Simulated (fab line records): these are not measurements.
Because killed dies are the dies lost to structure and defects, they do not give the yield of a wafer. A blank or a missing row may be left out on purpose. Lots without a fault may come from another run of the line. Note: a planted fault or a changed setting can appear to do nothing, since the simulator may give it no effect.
Struck lot and sound lot, side by side    flow sfqLine    26 steps out of a route of 325
Sound: wafers L224.1, L224.3, L224.5. Struck: wafer L233.4. (L233.2, L233.5 of the same lot were not struck and are left out.) The cause comes at the end.
Order at every step that has rows: each side's tool, ch and its chambers, its first start. Under that, the readings that differ: sound wafers    struck wafers    difference of the means    sigmas: that difference in standard deviations of wafers without a fault.
alike: a reading whose means differ by less than 2 such deviations, as well as words and numbers matching on both sides. not compared: withheld readings; readings where some wafer has no value; bounds like >300 that might hide an equal value; numbers whose values overlap and for which the record gives no deviation.
A row with sigmas, a row that says differs or no value, or rows on one side alone: a step with any of these is where the two part. Numbers that have no deviation but don't overlap get no sigmas and don't part them. Lack of a reading on every wafer of one side parts them only where that side has two or more wafers.

SFQ_L0_RS_MEAS_901: measures by four-point-probe.
  sound on filmMetro-02, day 2 18:34; struck on filmMetro-01, day 4 15:35
  alike: L0_MONX_KI_RS
SFQ_L0_THK_MEAS_902: measures by xrf.
  sound on filmMetro-02, day 2 18:41; struck on filmMetro-01, day 4 15:42
  alike: L0_MONX_KI_THK
then, 6 steps without rows for these wafers: SFQ_TRILAYER_L0_LITHO_COAT_010 (resist thk 62 nm); SFQ_TRILAYER_L0_LITHO_COAT_005 (resist thk 600 nm); SFQ_TRILAYER_L0_LITHO_SOFTBAKE_009; SFQ_TRILAYER_L0_LITHO_EXPOSE_006 (exposes mask L0, target cd 2000 nm); SFQ_TRILAYER_L0_LITHO_PEB_008 (peb time 60 s); SFQ_TRILAYER_L0_LITHO_DEVELOP_007 (time 60 s).
-- the record jumps here: 3 days lie between the struck wafers' starts before and after --
SFQ_TRILAYER_L0_BARC_OPEN_METAL_ETCH_010: etches BARC in O2, target depth 125 nm, time 41.7 s.
  sound on rieMetal-04 ch 0, day 5 21:47; struck on rieMetal-03 ch 0, day 7 22:04
reading                   sound        struck  difference  sigmas
drypumpMotorCurrentA (A)  5.0 5.0 5.0  5.9     +0.9        +3
  alike: biasW, heBacksideLeakSccm, oesProductAu
  not compared: rfHoursCounterH
SFQ_TRILAYER_L0_ETCH_METAL_ETCH_008: etches MoNx KI in SF6/O2, stops on SiO2, target depth 50 nm, time 25 s.
  sound on rieMetal-04 ch 0, day 5 21:54; struck on rieMetal-03 ch 0, day 7 22:07
reading                   sound              struck  difference  sigmas
biasW (W)                 79.65 79.99 79.63  80.31   +0.55       +2
drypumpMotorCurrentA (A)  5.0 5.0 5.0        6.0     +1.0        +3
  alike: heBacksideLeakSccm, oesProductAu
  not compared: rfHoursCounterH
SFQ_TRILAYER_L0_STRIP_STRIP_009: strips in O2.
  sound on rieMetal-04 ch 0, day 5 21:59; struck on rieMetal-03 ch 0, day 7 22:10
reading                   sound        struck  difference  sigmas
drypumpMotorCurrentA (A)  5.0 5.0 5.0  5.9     +0.9        +3
  alike: heBacksideLeakSccm, oesProductAu
  not compared: rfHoursCounterH
then, 1 step without rows for these wafers: SFQ_TRILAYER_L0_STRIP_SOLV_CLEAN_010 (cleans in NMP, time 600 s).
SFQ_TRILAYER_L0_CAP_PECVD_011: deposits SiO2 from SiH4/N2O, time 13.333 s, target thk 60 nm.
  sound on pecvd-03 ch 0,1, day 5 23:22; struck on pecvd-01 ch 2, day 7 22:56
reading                                             sound              struck  difference  sigmas
model.SiO2_of_TRILAYER_L0_CAP_PECVD_011.thkNm (nm)  59.88 59.51 60.56  38.97   -21.01      
  alike: heaterPowerW, throttleValvePct
then, 6 steps without rows for these wafers: SFQ_TRILAYER_L0_VIA_LITHO_COAT_018 (resist thk 62 nm); SFQ_TRILAYER_L0_VIA_LITHO_COAT_013 (resist thk 650 nm); SFQ_TRILAYER_L0_VIA_LITHO_SOFTBAKE_017; SFQ_TRILAYER_L0_VIA_LITHO_EXPOSE_014 (exposes mask L0V, target cd 700 nm); SFQ_TRILAYER_L0_VIA_LITHO_PEB_016 (peb time 60 s); SFQ_TRILAYER_L0_VIA_LITHO_DEVELOP_015 (time 60 s).
-- the record jumps here: 4 days lie between the struck wafers' starts before and after --
SFQ_L0V_OVL_MEAS_903:
  sound on overlay-02, day 6 11:16; struck on overlay-01, day 11 16:14
  alike: L0V_OVL
SFQ_TRILAYER_L0_VIA_BARC_OPEN_VIA_ETCH_021: etches BARC in O2, target depth 125 nm, time 41.7 s.
  sound on rieDiel-04 ch 0,1, day 6 11:17; struck on rieDiel-02 ch 3, day 11 16:16
  alike: biasW, drypumpMotorCurrentA, oesProductAu
  not compared: rfHoursCounterH
SFQ_TRILAYER_L0_VIA_ETCH_VIA_ETCH_016: etches SiO2 in CHF3, stops on MoNx KI, target depth 80 nm.
  sound on rieDiel-04 ch 0,1, day 6 11:20; struck on rieDiel-02 ch 3, day 11 16:19
reading                        sound              struck  difference  sigmas
biasW (W)                      79.38 80.19 79.99  80.61   +0.76       +3
oesProductAu (a.u.)            0.838 0.843 0.846  0.685   -0.157      -18
model.L0V.featureDepthNm (nm)  59.88 59.51 60.56  38.97   -21.01      
model.etch.depthNm (nm)        59.88 59.51 60.56  38.97   -21.01      
  alike: drypumpMotorCurrentA
then, 2 steps without rows for these wafers: SFQ_TRILAYER_L0_VIA_STRIP_STRIP_017 (strips in O2); SFQ_TRILAYER_L0_VIA_STRIP_SOLV_CLEAN_018 (cleans in NMP, time 600 s).
SFQ_TRILAYER_M0_DEP_PRE_CLEAN_020: time 15 s.
  sound on pvdSputter-05, day 6 12:09; struck on pvdSputter-05, day 11 17:44
reading                                             sound              struck  difference  sigmas
model.SiO2_of_TRILAYER_L0_CAP_PECVD_011.thkNm (nm)  54.88 54.51 55.56  33.97   -21.01      
SFQ_TRILAYER_M0_DEP_SPUTTER_019: material Nb, target thk 200 nm, time 133.3 s.
  sound on pvdSputter-05, day 6 12:11; struck on pvdSputter-05, day 11 17:45
reading             sound              struck  difference  sigmas
substrateTempC (C)  20.08 19.87 19.99  20.21   +0.23       +2
  alike: basePressurePa, throttleValvePct

WHERE THEY PART
First at SFQ_TRILAYER_L0_BARC_OPEN_METAL_ETCH_010; last, within this record, at SFQ_TRILAYER_M0_DEP_SPUTTER_019.

WHY: what the simulator had put in
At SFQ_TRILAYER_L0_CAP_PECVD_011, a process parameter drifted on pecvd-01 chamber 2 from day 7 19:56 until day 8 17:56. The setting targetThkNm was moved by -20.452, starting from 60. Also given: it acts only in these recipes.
